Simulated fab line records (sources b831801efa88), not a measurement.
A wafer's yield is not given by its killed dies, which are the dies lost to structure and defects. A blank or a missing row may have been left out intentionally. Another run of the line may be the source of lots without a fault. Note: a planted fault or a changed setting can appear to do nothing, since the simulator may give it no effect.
Struck lot and sound lot, side by side ; flow sky130 ; 14 out of 708 route steps
Sound: these wafers, L381.2, L381.4, L381.6. Struck: wafers L391.2, L391.4, L391.6. Last of all comes the cause.
For every step that has rows: the tool of each side, followed by ch and its chambers, followed by its first start. Under that, the readings that differ: sound wafers ; struck wafers ; difference of the means ; sigmas: that difference in standard deviations of wafers without a fault.
alike: readings with means less than 2 such deviations apart, plus words and numbers identical on both sides. not compared: withheld readings, readings lacking a value on some wafer, bounds such as >300 that could conceal the same value, and numbers that have no deviation in the record and whose values overlap.
Wherever a step has rows on one side only, a row that says differs or no value, or a row with sigmas, the two part there. Numbers that have no deviation but don't overlap get no sigmas and don't part them. A reading missing from all wafers of one side parts the sides only when that side holds two or more wafers.

first, 1 step without rows for these wafers: SKY_VT_ADJUST_PCH_IMPLANT_08.
SKY_VT_ADJUST_PCH_STRIP_09: strips in O2/N2.
  sound on plasmaAsher-04 ch 0,1, day 10 14:46; struck on plasmaAsher-04 ch 0,1, day 13 13:59
  alike: drypumpMotorCurrentA, oesProductAu, stripTimeToEndpointS
  not compared: rfHoursCounterH
SKY_VT_ADJUST_PCH_TW_MEAS_10:
  sound on filmMetro-02 at day 10 14:53; struck on filmMetro-02 at day 13 14:05
  alike: VT_ADJUST_PCH_TW
then, 7 steps without rows for these wafers: SKY_SONOS_TUNNEL_DEHYDRATE_00 (time 60 s); SKY_SONOS_TUNNEL_HMDS_01 (prime time 60 s); SKY_SONOS_TUNNEL_COAT_02 (resist thk 1140 nm); SKY_SONOS_TUNNEL_SOFTBAKE_03 (time 60 s); SKY_SONOS_TUNNEL_EXPOSE_04 (exposes mask TUNM, target cd 410 nm); SKY_SONOS_TUNNEL_PEB_05; SKY_SONOS_TUNNEL_DEVELOP_06 (develop time 60 s).
SKY_SONOS_TUNNEL_CD_MEAS_07: the cd target is 410 nm.
  sound on cdSem-02 at day 11 14:01; struck on cdSem-01 at day 14 15:16
  alike: cdNm
SKY_SONOS_TUNNEL_OVL_MEAS_08:
  sound on overlay-01 at day 11 14:07; struck on overlay-01 at day 14 15:23
  alike: SONOS_TUNNEL_OVL
SKY_SONOS_TUNNEL_IMPLANT_09:
  sound on implanter-04 ch 0, day 11 14:10; struck on implanter-04 ch 0, day 14 15:26
reading;sound;struck;difference;sigmas
beamEnergyKeV;19.995 19.993 20.003;21.281 21.271 21.260;+1.274;+99 or more
model.implant.rpNm (nm);64.3 64.3 64.3;68.79 68.79 68.79;+4.49;
model.implant.drpNm (nm);28.34 28.34 28.34;29.81 29.81 29.81;+1.47;
then, 1 step without rows for these wafers: SKY_SONOS_TUNNEL_WET_ETCH_10 (etches SiO2 in dHF, target depth 14 nm, time 280 s).

## WHERE THEY PART
SKY_SONOS_TUNNEL_IMPLANT_09 only, going by this record.

WHY: what had been put in by the simulator
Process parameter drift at SKY_SONOS_TUNNEL_IMPLANT_09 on implanter-04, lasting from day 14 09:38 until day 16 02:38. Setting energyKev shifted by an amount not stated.
